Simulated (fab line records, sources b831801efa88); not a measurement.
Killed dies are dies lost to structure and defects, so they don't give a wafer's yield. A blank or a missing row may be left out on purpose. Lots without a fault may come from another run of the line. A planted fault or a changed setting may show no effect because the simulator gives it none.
A struck lot beside a sound one | flow sky130 | 15 steps out of a route of 708
Sound: wafers L666.1, L666.2, L666.6. Struck: wafer L670.6. (L670.3, L670.4 of the same lot were not struck and are left out.) The cause comes at the end.
At each step with rows: each side's tool, then ch and its chambers, then its first start. Under that, the readings that differ: sound wafers | struck wafers | difference of the means | sigmas: that difference in standard deviations of wafers without a fault.
alike: readings whose means differ by less than 2 such deviations, and words and numbers that are the same on both sides. not compared: withheld readings, readings that some wafer has no value for, bounds like >300 that may hide the same value, and numbers for which the record gives no deviation and whose values overlap.
The two part at a step that has a row with sigmas, a row that says differs or no value, or rows on one side only. Numbers that don't overlap but have no deviation are shown without sigmas and don't part them. A reading that every wafer of one side lacks parts them only if that side has two wafers or more.

first, 8 steps without rows for these wafers: SKY_POLY_GATE_DEHYDRATE_05 (time 60 s); SKY_POLY_GATE_HMDS_06 (prime time 60 s); SKY_POLY_GATE_COAT_07 (resist thk 110 nm); SKY_POLY_GATE_COAT_08 (resist thk 450 nm); SKY_POLY_GATE_SOFTBAKE_09 (time 90 s); SKY_POLY_GATE_EXPOSE_10 (exposes mask P1M, target cd 150 nm); SKY_POLY_GATE_PEB_11; SKY_POLY_GATE_DEVELOP_12 (develop time 60 s).
SKY_POLY_GATE_CD_MEAS_13: target cd 150 nm.
  sound on cd_sem-02, day 17 17:50; struck on cd_sem-01, day 19 01:38
  reading    | sound             | struck | difference | sigmas
  cd_nm (nm) | 150.0 149.8 148.5 | 152.8  | +3.4       | +3
SKY_POLY_GATE_OVL_MEAS_14:
  sound on overlay-02, day 17 17:58; struck on overlay-02, day 19 01:44
  alike: POLY_GATE_OVL
SKY_POLY_GATE_ETCH_15: etches BARC in N2/H2, stops on SiO2, time 118.5 s, target depth 110 nm.
  sound on rie_diel-03 ch 0,3, day 17 18:00; struck on rie_diel-01 ch 0, day 19 01:45
  reading          | sound             | struck | difference | sigmas
  run_length_s (s) | 146.6 146.1 146.1 | 147.1  | +0.8       | +2
  alike: drypump_motor_current_A, oes_product_au, throttle_valve_pct
  not compared: rf_hours_counter_h
SKY_POLY_GATE_ETCH_16: etches Si3N4 in CH3F/O2, stops on poly-Si, time 147.5 s, target depth 75 nm.
  sound on rie_diel-03 ch 0,3, day 17 18:05; struck on rie_diel-01 ch 0, day 19 01:50
  reading          | sound             | struck | difference | sigmas
  run_length_s (s) | 175.2 175.3 175.4 | 176.5  | +1.2       | +3
  alike: drypump_motor_current_A, oes_product_au, throttle_valve_pct
  not compared: rf_hours_counter_h
SKY_POLY_GATE_ETCH_17: etches poly-Si in HBr/Cl2, stops on SiO2, target depth 180 nm, time 70.5 s.
  sound on rie_si-01 ch 1,2, day 17 18:11; struck on rie_si-02 ch 3, day 19 01:56
  reading                                          | sound             | struck | difference | sigmas
  run_length_s (s)                                 | 97.9 98.1 98.0    | 87.9   | -10.1      | -22
  model.etch.depth_nm (nm)                         | 175.2 176.5 175.7 | 151    | -25        |
  model.POLY_GATE.feature_depth_nm (nm)            | 175.2 176.5 175.7 | 151    | -25        |
  model.KrF-thick_of_POLY_GATE_COAT_08.thk_nm (nm) | 143.3 140.2 141.9 | 153.6  | +11.8      |
  alike: drypump_motor_current_A, oes_product_au, throttle_valve_pct
  not compared: rf_hours_counter_h
SKY_POLY_GATE_STRIP_18: strips in O2/N2.
  sound on plasma_asher-01 ch 0,1, day 17 18:14; struck on plasma_asher-01 ch 0, day 19 02:01
  reading                      | sound          | struck | difference | sigmas
  strip_time_to_endpoint_s (s) | 3.20 3.16 3.20 | 3.31   | +0.12      | +3
  alike: drypump_motor_current_A, oes_product_au
  not compared: rf_hours_counter_h
then, 1 step without rows for these wafers: SKY_POLY_GATE_CLEAN_19 (cleans in SC1/SC2, time 150 s).

WHERE THEY PART
First at SKY_POLY_GATE_CD_MEAS_13; last, within this record, at SKY_POLY_GATE_STRIP_18.

WHY: what the simulator had put in
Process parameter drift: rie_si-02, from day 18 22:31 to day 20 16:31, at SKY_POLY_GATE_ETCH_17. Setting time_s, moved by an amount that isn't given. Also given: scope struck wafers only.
